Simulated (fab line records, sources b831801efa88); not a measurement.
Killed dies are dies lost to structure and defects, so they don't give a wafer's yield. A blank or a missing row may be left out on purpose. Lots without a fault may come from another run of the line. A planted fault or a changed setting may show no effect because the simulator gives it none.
Which tool did it? | flow gf180mcu | 14 lots, 42 wafers sampled, at 5 steps of a route of 602

WHAT THE GAUGES READ, wafer by wafer
GF_STI_THK_MEAS_30.
lot  | measured    | on            | STI_OXIDATION_02_THK (nm)
L906 | day 2 08:56 | film_metro-03 | 10.23 10.17 10.07
L907 | day 2 10:54 | film_metro-02 | 9.97 10.05 10.06
L908 | day 2 18:03 | film_metro-03 | 10.39 10.33 10.20
L909 | day 2 21:49 | film_metro-02 | 10.03 10.18 9.93
L910 | day 3 02:41 | film_metro-01 | 10.34 10.06 10.15
L911 | day 3 07:48 | film_metro-01 | 9.85 10.12 10.15
L913 | day 3 17:29 | film_metro-01 | 7.63 7.63 7.54
L914 | day 3 23:19 | film_metro-03 | 9.97 9.91 10.04
L915 | day 4 09:38 | film_metro-02 | 7.68 7.58 7.55
L918 | day 5 05:10 | film_metro-02 | 9.90 9.76 10.01
L924 | day 6 05:09 | film_metro-02 | 9.88 9.71 9.75
L926 | day 6 12:40 | film_metro-02 | 9.78 9.61 9.65
L927 | day 6 18:17 | film_metro-02 | 10.20 10.05 10.00
L928 | day 6 23:44 | film_metro-02 | 10.10 9.99 10.16

GF_MVSD_OVL_MEAS_07.
lot  | measured    | on         | MVSD_OVL (nm)
L906 | day 4 13:17 | overlay-02 | -0.4 -1.2 1.5
L907 | day 4 14:53 | overlay-01 | -2.0 0.3 0.8
L908 | day 4 23:17 | overlay-01 | 1.2 -1.2 -0.3
L909 | day 5 02:53 | overlay-02 | 2.1 2.6 2.3
L910 | day 5 08:48 | overlay-01 | -2.3 0.7 0.2
L911 | day 5 14:59 | overlay-02 | -0.3 -0.3 0.5
L913 | day 6 01:25 | overlay-01 | 4.3 0.6 1.3
L914 | day 6 07:44 | overlay-02 | 0.0 -0.1 0.6
L915 | day 6 18:57 | overlay-02 | -1.4 -2.0 -1.3
L918 | day 7 17:56 | overlay-02 | -1.3 -0.4 1.0
L924 | day 8 20:56 | overlay-02 | 0.5 -0.6 -0.8
L926 | day 9 05:13 | overlay-01 | 3.4 1.4 2.2
L927 | day 9 11:19 | overlay-02 | -0.3 -4.0 -0.8
L928 | day 9 17:05 | overlay-01 | 0.3 -2.1 0.9

GF_POLY_GATE_OVL_MEAS_11.
lot  | measured     | on         | POLY_GATE_OVL (nm)
L906 | day 9 07:25  | overlay-01 | -10 -6 -13
L907 | day 9 11:22  | overlay-01 | -12 0 -8
L908 | day 9 20:14  | overlay-02 | 1 -3 1
L909 | day 10 01:03 | overlay-02 | -9 -2 -1
L910 | day 10 11:50 | overlay-01 | 2 3 -5
L911 | day 10 17:49 | overlay-01 | -6 -5 -3
L913 | day 11 03:26 | overlay-02 | -4 2 -6
L914 | day 11 11:15 | overlay-02 | -8 -11 -9
L915 | day 12 03:56 | overlay-02 | -2 0 -4
L918 | day 13 07:37 | overlay-02 | -14 -7 -9
L924 | day 14 20:19 | overlay-01 | -7 -5 1
L926 | day 15 05:11 | overlay-02 | -6 -3 -9
L927 | day 15 13:26 | overlay-02 | 2 -7 -6
L928 | day 15 20:46 | overlay-01 | 1 1 -9

WHICH TOOL RAN EACH LOT (tool, then ch and the chambers of the sampled wafers, then the start)
lot  | GF_STI_ETCH_14                  | GF_STI_OXIDATION_29
L906 | rie_si-02 ch 1,2, day 2 04:29   | furnace-01 ch 0, day 2 07:32
L907 | rie_si-01 ch 0,1,2, day 2 06:23 | furnace-02 ch 0, day 2 09:30
L908 | rie_si-01 ch 0,2, day 2 13:55   | furnace-01 ch 0, day 2 16:39
L909 | rie_si-02 ch 1,3, day 2 17:41   | furnace-02 ch 0, day 2 20:25
L910 | rie_si-01 ch 0,1,2, day 2 21:47 | furnace-01 ch 0, day 3 01:17
L911 | rie_si-02 ch 1,2,3, day 3 03:08 | furnace-01 ch 0, day 3 06:23
L913 | rie_si-01 ch 0,1,2, day 3 13:20 | furnace-01 ch 0, day 3 16:04
L914 | rie_si-01 ch 0,1,2, day 3 19:10 | furnace-02 ch 0, day 3 21:55
L915 | rie_si-01 ch 0,1,2, day 4 00:47 | furnace-01 ch 0, day 4 08:13
L918 | rie_si-01 ch 0,1,2, day 4 15:23 | furnace-02 ch 0, day 5 03:47
L924 | rie_si-02 ch 0,2,3, day 6 00:05 | furnace-02 ch 0, day 6 03:45
L926 | rie_si-01 ch 0,1, day 6 08:14   | furnace-02 ch 0, day 6 11:17
L927 | rie_si-01 ch 0,2,3, day 6 14:08 | furnace-01 ch 0, day 6 16:53
L928 | rie_si-02 ch 2,3, day 6 18:47   | furnace-01 ch 0, day 6 22:20
- GF_STI_ETCH_14: etches Si in HBr/Cl2/O2, target depth 360 nm, time 102.9 s.
- GF_STI_OXIDATION_29: stabilise 600 s, purge 300 s, target thk 10 nm.

WHAT THE TOOLS THEMSELVES READ (means of the sampled wafers that have a number; where no wafer has one, the mark that the record gives instead)
GF_STI_ETCH_14.
lot  | tool      | drypump_motor_current_A (A) | oes_product_au (a.u.) | throttle_valve_pct (%)
L906 | rie_si-02 | 6.0                         | 1.006                 | 25.656
L907 | rie_si-01 | 5.0                         | 0.997                 | 25.659
L908 | rie_si-01 | 4.8                         | 0.996                 | 25.657
L909 | rie_si-02 | 5.6                         | 1.026                 | 25.639
L910 | rie_si-01 | 5.0                         | 1.000                 | 25.645
L911 | rie_si-02 | 5.8                         | 1.014                 | 25.647
L913 | rie_si-01 | 5.0                         | 1.000                 | 25.654
L914 | rie_si-01 | 5.0                         | 0.991                 | 25.668
L915 | rie_si-01 | 5.0                         | 1.000                 | 25.661
L918 | rie_si-01 | 5.0                         | 0.998                 | 25.658
L924 | rie_si-02 | 5.8                         | 1.001                 | 25.659
L926 | rie_si-01 | 4.8                         | 0.994                 | 25.668
L927 | rie_si-01 | 5.2                         | 1.008                 | 25.643
L928 | rie_si-02 | 5.6                         | 1.001                 | 25.661

THE ANSWER, worked out from the rows above alone
Rule: what is usual is taken from the lots themselves. Put in order of their means at a reading, lots are off if they are a third of the lots or fewer, leave a main group of 4 or more, and stand apart from it by a gap of 3 or more times the standard deviation of the main group's means; of several such gaps the widest counts. A main group whose means are all the same, to the digits that the tables above print for the reading, isn't used. A lot without any number at a reading at which 4 lots or more have one is off too. The other lots that the step has rows for count as sound. The gauges are gone through in route order, then the tools' own readings, and for those a lot's mean is taken as printed above. The first step at which some lot is off is used, and at that step the reading that is off furthest; a lot without a number counts as furthest.
Off: L913, L915, at GF_STI_THK_MEAS_30 (STI_OXIDATION_02_THK). The main group: mean 10.02 nm, standard deviation 0.17.
A tool fits if, at a process step before that reading, it ran every lot that is off, and no sound lot after the first of them. The gauges at GF_STI_THK_MEAS_30 are tried like those tools. None of those tried fits.

WHAT THE SIMULATOR HAD PUT IN
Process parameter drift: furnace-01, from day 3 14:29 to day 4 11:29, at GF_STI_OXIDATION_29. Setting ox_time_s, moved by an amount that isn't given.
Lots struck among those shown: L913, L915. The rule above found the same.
